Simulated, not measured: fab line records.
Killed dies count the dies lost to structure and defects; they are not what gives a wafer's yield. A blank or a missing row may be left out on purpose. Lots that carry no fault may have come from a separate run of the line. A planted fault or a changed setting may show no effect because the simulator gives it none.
A lot that was struck, set against a sound lot / flow sky130 / 16 steps out of a route of 708
Sound: the wafers L566.3, L566.4, L566.5. The struck wafers were L573.1, L573.3, L573.6. The cause is given at the end.
At each step with rows: each side's tool, then ch and its chambers, then its first start. Under that, the readings that differ: sound wafers / struck wafers / difference of the means / sigmas: that difference in standard deviations of wafers without a fault.
alike: same words and numbers on both sides, and readings whose means sit less than 2 such deviations apart. not compared: any withheld reading, any reading some wafer has no value for, any bound like >300 that may hide the same value, and any number with overlapping values for which the record gives no deviation.
A row with sigmas, a row that says differs or no value, or rows on one side alone: a step with any of these is where the two part. Numbers that have no deviation but don't overlap get no sigmas and don't part them. Lack of a reading on every wafer of one side parts them only where that side has two or more wafers.

first, 4 steps without rows for these wafers: SKY_LDD_LDN_SOFTBAKE_03 (time 60 s); SKY_LDD_LDN_EXPOSE_04 (exposes mask LDNTM, target cd 700 nm); SKY_LDD_LDN_PEB_05; SKY_LDD_LDN_DEVELOP_06 (develop time 60 s).
SKY_LDD_LDN_OVL_MEAS_07:
  sound: overlay-01 at day 23 04:28; struck: overlay-02 at day 25 03:37
reading=LDD_LDN_OVL (nm); sound=-2.2 -1.5 -2.4; struck=0.4 1.5 1.5; difference=+3.2; sigmas=+3
then, 4 steps without rows for these wafers: SKY_LDD_LDN_IMPLANT_08; SKY_LDD_LDN_IMPLANT_09; SKY_LDD_LDN_IMPLANT_10; SKY_LDD_LDN_IMPLANT_11.
SKY_LDD_LDN_STRIP_12: strips in O2/N2.
  sound on plasma-asher-02 ch 0,1, day 23 05:08; struck on plasma-asher-02 ch 0,1, day 25 04:16
  alike: drypump-motor-current-A, oes-product-au, strip-time-to-endpoint-s
  not compared: rf-hours-counter-h
SKY_LDD_LDN_TW_MEAS_13:
  sound: film-metro-01 at day 23 05:13; struck: film-metro-01 at day 25 04:22
  alike: LDD_LDN_TW
then, 1 step without rows for these wafers: SKY_LDD_LDN_CLEAN_14 (cleans in SC1/SC2, time 150 s).
SKY_SPACER_CVD_00: deposits Si3N4 from DCS/NH3, target thk 43.1 nm, time 740 s.
  sound on lpcvd-02 ch 0, day 23 05:34; struck on lpcvd-02 ch 0, day 25 18:33
reading=model.Si3N4_of_SPACER_CVD_00.thk-nm (nm); sound=43.16 43.07 43.42; struck=83.07 82.57 82.81; difference=+39.60; sigmas=
SKY_SPACER_THK_MEAS_01:
  sound: film-metro-02 at day 23 06:47; struck: film-metro-04 at day 25 19:45
reading=SPACER_CVD_00_THK (nm); sound=43.2 43.1 43.4; struck=83.1 82.6 82.8; difference=+39.6; sigmas=+99 or more
SKY_SPACER_ETCHBACK_02: etches Si3N4 in CH3F/O2, stops on SiO2, time 46.7 s, target depth 45 nm.
  sound on rie-diel-03 ch 1,3, day 23 06:50; struck on rie-diel-02 ch 2,3, day 25 19:49
reading=oes-product-au (a.u.); sound=0.864 0.855 0.851; struck=1.002 1.007 1.007; difference=+0.149; sigmas=+24
reading=throttle-valve-pct (%); sound=10.571 10.556 10.568; struck=10.575 10.589 10.610; difference=+0.026; sigmas=+3
reading=model.etch.depth-nm (nm); sound=43.16 43.07 43.42; struck=56.22 56.02 56.67; difference=+13.09; sigmas=
  alike: drypump-motor-current-A, rf-fwd-power-W
  not compared: rf-hours-counter-h
-- the record jumps here: 22 days lie between the struck wafers' starts before and after (it left off in module SPACER and takes up again in module PAD_OPEN, whose first step shown is number 708 of the route) --
SKY_PAD_OPEN_PROBE_99:
  record: rows for the struck wafers here (prober-01, day 47 15:19), none for the sound ones

== WHERE THEY PART ==
First at SKY_LDD_LDN_OVL_MEAS_07; last, within this record, at SKY_PAD_OPEN_PROBE_99.

WHY: what had been put in by the simulator
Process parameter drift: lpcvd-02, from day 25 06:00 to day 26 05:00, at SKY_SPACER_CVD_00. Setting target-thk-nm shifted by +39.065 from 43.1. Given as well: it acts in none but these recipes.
